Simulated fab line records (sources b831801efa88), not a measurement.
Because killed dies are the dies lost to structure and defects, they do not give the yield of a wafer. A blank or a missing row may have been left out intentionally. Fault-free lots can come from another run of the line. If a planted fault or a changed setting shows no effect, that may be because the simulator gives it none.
Code-filled problem report in 8D (eight disciplines) form :: flow gf180mcu :: the parts of the form that need people (team, actions taken, sign-off) are left out

1. PROBLEM STATEMENT
Wafers free of any fault read 488.0 ohm/sq (standard deviation 1.3) for NWELL_RS at GF_VT_IMPLANT_RS_MEAS_47, against a mean of 479.3 ohm/sq on 9 wafers of 3 lots. Measured from the usual mean, that is -6.7 standard deviations.
The step: measures by four-point-probe.
The first sign was on wafer L913.1 at day 10 21:14, on film-metro-02. The record holds 39 wafers of 13 lots with a number at this step. Rule for "out", or "out of limits": more than 4 standard deviations from the usual mean. All remaining wafers that have a number are taken as sound.

2. WHAT IT IS AND WHAT IT IS NOT
question: which readings at this step
is: NWELL_RS
is not: -

question: which lots
is: L913, L914, L915
is not: L901, L902, L903, L904, L905, L916, L917, L919, L922, L924

question: which wafers of those lots
is: all that have a number
is not: -

question: read on which gauges
is: film-metro-02, film-metro-04
is not: film-metro-03

question: when
is: from day 10 21:14
is not: up to then (15 sound wafers); but 15 sound wafers of L916, L917, L919, L922, L924 came after

3. SUSPECTS, AND WHAT RULES EACH OUT
Counting: a tool at a process step up to the reading stays a suspect if it ran every lot that is out and no sound lot after the first of them.
- the gauge at GF_VT_IMPLANT_RS_MEAS_47: ruled out. The wafers that are out were read on 2 gauges (film-metro-02, film-metro-04).
- implanter-03 at GF_NWELL_IMPLANT_09: kept. It ran every lot that is out, first L913 (day 6 02:55), and no sound lot after that; its last sound lot up to then is L905 (day 4 06:02). Its own readings are out on those wafers: dose-ions-cm2, faraday-current-uA.
Left after counting: implanter-03 at GF_NWELL_IMPLANT_09.

4. THE CAUSE (what the simulator had put in)
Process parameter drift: implanter-03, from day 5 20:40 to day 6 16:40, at GF_NWELL_IMPLANT_09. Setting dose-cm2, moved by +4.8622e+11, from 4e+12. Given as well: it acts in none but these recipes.
The count eliminated every tool but this one.

5. THE EFFECT CHAIN, in route order
Rows list readings where the struck wafers' mean (over those with a number) sits beyond 3 standard deviations from the usual. Scope: only readings with a usual standard deviation given in the record; hours: median across lots of the time from each lot's start at the first step in this table that gives one to its start at this step; sigmas: change in usual standard deviations.
hours: 0
step: GF_NWELL_IMPLANT_09
reading: dose-ions-cm2
usual: 3.999e+12
on struck wafers: 4.488e+12
change: +4.892e+11
sigmas: +99 or more

hours: 0
step: GF_NWELL_IMPLANT_09
reading: faraday-current-uA
usual: 22.6
on struck wafers: 25.4
change: +2.8
sigmas: +6.6

hours: 115
step: GF_VT_IMPLANT_RS_MEAS_47
reading: NWELL_RS
usual: 488.0 ohm/sq
on struck wafers: 479.3
change: -8.7
sigmas: -6.7
Its process steps:
- GF_NWELL_IMPLANT_09
Later measuring or inspecting steps at which every struck wafer that the step has a row for has a number for every such reading, and none has moved that far: GF_CONTACT_THK_MEAS_26, GF_V1_THK_MEAS_25.

6. WHAT WOULD HAVE CAUGHT IT SOONER
Counted from the fault's start at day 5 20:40, it took 121 hours until the first out-of-limits reading at a measuring or inspecting step in this record, taken at day 10 21:14.
The tool's own readings at GF_NWELL_IMPLANT_09 were out on every struck wafer that the step has a row for (dose-ions-cm2, faraday-current-uA): an alarm limit on them would have fired on the first of those.
All the lots that are out (3) had begun GF_NWELL_IMPLANT_09 on implanter-03 by day 10 21:14. None of them would have been spared by holding the tool at that moment.
